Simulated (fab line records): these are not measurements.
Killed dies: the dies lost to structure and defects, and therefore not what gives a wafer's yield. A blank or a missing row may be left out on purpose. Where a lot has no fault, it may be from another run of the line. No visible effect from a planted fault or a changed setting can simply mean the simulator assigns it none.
Which tool was responsible? + flow sky130 + 6 lots with 18 wafers sampled at 3 steps, on a route of 708 steps

== WHAT THE GAUGES READ, wafer by wafer ==
SKY_SD_P_CD_MEAS_07 targets a cd of 380 nm.
| lot  | measured     | on        | cd nm (nm)        |
|------|--------------|-----------|-------------------|
| L125 | day 25 15:26 | cd sem-02 | 381.5 379.1 379.7 |
| L128 | day 27 12:27 | cd sem-02 | 383.1 380.8 380.2 |
| L132 | day 28 23:58 | cd sem-01 | 380.3 380.4 378.7 |
| L134 | day 29 01:12 | cd sem-02 | 378.6 380.5 377.1 |
| L136 | day 29 20:42 | cd sem-02 | 377.0 378.8 378.8 |
| L145 | day 33 11:02 | cd sem-02 | 381.2 378.9 379.2 |

== WHAT TOOL EACH LOT RAN ON (gives the tool, then ch and the chambers of the sampled wafers, and finally the start) ==
| lot  | SKY_DNWELL_EXPOSE_04               | SKY_NWELL_STRIP_14                   |
|------|------------------------------------|--------------------------------------|
| L125 | iline stepper-01 ch 0, day 3 06:56 | plasma asher-04 ch 0,1, day 4 23:39  |
| L128 | iline stepper-01 ch 0, day 4 03:54 | plasma asher-04 ch 0,1, day 5 22:41  |
| L132 | iline stepper-01 ch 0, day 5 01:22 | plasma asher-02 ch 1, day 6 23:36    |
| L134 | iline stepper-01 ch 0, day 5 08:04 | plasma asher-02 ch 0,1, day 7 06:14  |
| L136 | iline stepper-02 ch 0, day 5 20:05 | plasma asher-04 ch 0,1, day 7 19:23  |
| L145 | iline stepper-01 ch 0, day 8 10:16 | plasma asher-01 ch 0,1, day 10 16:31 |
- SKY_DNWELL_EXPOSE_04: exposes mask DNM, target cd 3000 nm.
- SKY_NWELL_STRIP_14: strips in O2/N2.

== THE ANSWER, worked out from the rows above alone ==
Rule: usual is defined by the lots themselves. Put in order of their means at a reading, lots are off if they are a third of the lots or fewer, leave a main group of 4 or more, and stand apart from it by a gap of 3 or more times the standard deviation of the main group's means; of several such gaps the widest counts. A main group whose means are all the same, to the digits that the tables above print for the reading, isn't used. A lot without any number at a reading at which 4 lots or more have one is off too. Where the step has rows for the other lots, those lots are counted as sound.
Nothing can be told from this: no lot is off at any reading shown.

== WHAT HAD BEEN PUT IN BY THE SIMULATOR ==
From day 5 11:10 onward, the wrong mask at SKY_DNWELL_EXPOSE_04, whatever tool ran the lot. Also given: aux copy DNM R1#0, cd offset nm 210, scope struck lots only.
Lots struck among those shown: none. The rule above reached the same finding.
